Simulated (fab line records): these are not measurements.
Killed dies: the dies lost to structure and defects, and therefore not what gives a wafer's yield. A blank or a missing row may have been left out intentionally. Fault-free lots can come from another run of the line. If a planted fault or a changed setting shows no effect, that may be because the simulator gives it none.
Which of the tools did it? + flow sky130 + 13 lots, 39 wafers sampled, at 4 steps of a route of 708

## WHAT EACH GAUGE READ, for each wafer
SKY_VIA2_BOW_MEAS_03.
| lot  | measured     | on            | VIA2_BOW (um) |
|------|--------------|---------------|---------------|
| L932 | day 35 20:04 | film-metro-04 | 100 100 103   |
| L934 | day 36 20:38 | film-metro-02 | 81 79 84      |
| L938 | day 37 13:04 | film-metro-03 | 86 86 91      |
| L942 | day 38 16:48 | film-metro-02 | 88 93 81      |
| L944 | day 38 23:41 | film-metro-03 | 104 101 103   |
| L943 | day 39 01:08 | film-metro-04 | 74 83 76      |
| L945 | day 39 03:44 | film-metro-04 | 90 90 83      |
| L946 | day 39 09:04 | film-metro-02 | 93 97 108     |
| L948 | day 40 16:25 | film-metro-04 | 80 90 90      |
| L949 | day 40 18:16 | film-metro-04 | 94 76 92      |
| L950 | day 41 01:43 | film-metro-02 | 88 88 99      |
| L951 | day 41 02:37 | film-metro-02 | 89 102 88     |
| L953 | day 41 23:05 | film-metro-04 | 81 78 72      |

SKY_VIA2_THK_MEAS_23: measures by xrf.
| lot  | measured     | on            | VIA2_W_THK (nm) |
|------|--------------|---------------|-----------------|
| L932 | day 36 23:27 | film-metro-02 | 407 405 406     |
| L934 | day 37 23:52 | film-metro-03 | 416 413 417     |
| L938 | day 38 15:57 | film-metro-04 | 413 410 404     |
| L942 | day 39 18:07 | film-metro-02 | 416 403 411     |
| L944 | day 40 01:44 | film-metro-02 | 403 411 411     |
| L943 | day 40 03:38 | film-metro-03 | 397 403 402     |
| L945 | day 40 04:44 | film-metro-04 | 413 411 411     |
| L946 | day 40 10:28 | film-metro-03 | 416 406 409     |
| L948 | day 41 18:28 | film-metro-03 | 399 408 405     |
| L949 | day 41 19:48 | film-metro-04 | 421 416 423     |
| L950 | day 42 02:44 | film-metro-02 | 400 399 405     |
| L951 | day 42 04:30 | film-metro-04 | 403 404 401     |
| L953 | day 42 22:58 | film-metro-02 | 413 408 409     |

SKY_CAPM_THK_MEAS_04: measures by xrf.
| lot  | measured     | on            | CAPM_TIN_THK (nm) |
|------|--------------|---------------|-------------------|
| L932 | day 37 00:16 | film-metro-04 | 199.4 202.3 199.9 |
| L934 | day 38 00:42 | film-metro-04 | 204.3 202.8 203.4 |
| L938 | day 38 16:47 | film-metro-04 | 199.3 199.0 199.3 |
| L942 | day 39 18:56 | film-metro-01 | 196.4 198.7 197.4 |
| L944 | day 40 02:34 | film-metro-04 | 202.5 203.5 202.9 |
| L943 | day 40 04:28 | film-metro-04 | 199.9 198.7 202.7 |
| L945 | day 40 05:34 | film-metro-02 | 195.7 199.6 198.5 |
| L946 | day 40 11:18 | film-metro-01 | 196.6 197.7 195.6 |
| L948 | day 41 19:18 | film-metro-04 | 203.1 201.8 202.9 |
| L949 | day 41 20:37 | film-metro-02 | 198.7 204.4 201.1 |
| L950 | day 42 03:34 | film-metro-01 | 197.5 195.5 197.9 |
| L951 | day 42 05:19 | film-metro-02 | 201.0 199.9 198.5 |
| L953 | day 42 23:47 | film-metro-04 | 201.7 198.6 200.3 |

## WHAT TOOL EACH LOT RAN ON (gives the tool, then ch and the chambers of the sampled wafers, and finally the start)
| lot  | SKY_METAL3_SPUTTER_03        |
|------|------------------------------|
| L932 | pvd-sputter-03, day 36 23:53 |
| L934 | pvd-sputter-04, day 38 00:19 |
| L938 | pvd-sputter-01, day 38 16:23 |
| L942 | pvd-sputter-01, day 39 18:34 |
| L944 | pvd-sputter-03, day 40 02:11 |
| L943 | pvd-sputter-03, day 40 04:04 |
| L945 | pvd-sputter-03, day 40 05:11 |
| L946 | pvd-sputter-03, day 40 10:55 |
| L948 | pvd-sputter-01, day 41 18:55 |
| L949 | pvd-sputter-03, day 41 20:14 |
| L950 | pvd-sputter-01, day 42 03:10 |
| L951 | pvd-sputter-03, day 42 04:56 |
| L953 | pvd-sputter-03, day 42 23:24 |
- SKY_METAL3_SPUTTER_03: material Ti, target thk 5 nm, time 3.3 s.

## WHAT THE TOOLS THEMSELVES READ (means of the sampled wafers that have a number; where no wafer has one, the mark that the record gives instead)
SKY_METAL3_SPUTTER_03.
| lot  | tool           | cathode-dc-power-W (W) | chamber-pressure-pa (Pa) | throttle-valve-pct (%) |
|------|----------------|------------------------|--------------------------|------------------------|
| L932 | pvd-sputter-03 | 2999.3                 | 0.4003                   | 29.0                   |
| L934 | pvd-sputter-04 | 2999.6                 | 0.3999                   | 30.8                   |
| L938 | pvd-sputter-01 | 2999.6                 | 0.4001                   | 30.5                   |
| L942 | pvd-sputter-01 | 3000.3                 | 0.3999                   | 30.4                   |
| L944 | pvd-sputter-03 | -                      | -                        | -                      |
| L943 | pvd-sputter-03 | -                      | -                        | -                      |
| L945 | pvd-sputter-03 | 2999.8                 | 0.3996                   | 29.0                   |
| L946 | pvd-sputter-03 | 3000.1                 | 0.3991                   | 29.8                   |
| L948 | pvd-sputter-01 | 2999.3                 | 0.3997                   | 30.7                   |
| L949 | pvd-sputter-03 | 3000.5                 | 0.4000                   | 28.5                   |
| L950 | pvd-sputter-01 | 3000.3                 | 0.3994                   | 30.6                   |
| L951 | pvd-sputter-03 | 3000.3                 | 0.4010                   | 28.1                   |
| L953 | pvd-sputter-03 | 3000.3                 | 0.4001                   | 29.2                   |

## THE ANSWER, worked out from the rows above alone
Rule: the lots themselves supply what counts as usual. The widest of any qualifying gaps counts: lots, ordered by their means at a reading, are off when they make up no more than a third of the lots, leave a main group of 4 or more, and stand apart from it by 3 or more times the standard deviation of that group's means. If all means in a main group match to the digits the tables above print for the reading, that group is not used. A lot without any number at a reading at which 4 lots or more have one is off too. Where the step has rows for the other lots, those lots are counted as sound. First the gauges in route order, then the tools' own readings, where a lot's mean is used as printed above. The first step at which some lot is off is used, and at that step the reading that is off furthest; a lot without a number counts as furthest.
Off: L944, L943, at SKY_METAL3_SPUTTER_03 (cathode-dc-power-W). Without a number there: L944, L943. Mean 2999.9 W and standard deviation 0.42 in the main group.
If a tool, at that step or one of the process steps before it, ran each lot that is off and ran no sound lot following the first of them, it fits. Not one of the candidates tried fits.

## WHAT HAD BEEN PUT IN BY THE SIMULATOR
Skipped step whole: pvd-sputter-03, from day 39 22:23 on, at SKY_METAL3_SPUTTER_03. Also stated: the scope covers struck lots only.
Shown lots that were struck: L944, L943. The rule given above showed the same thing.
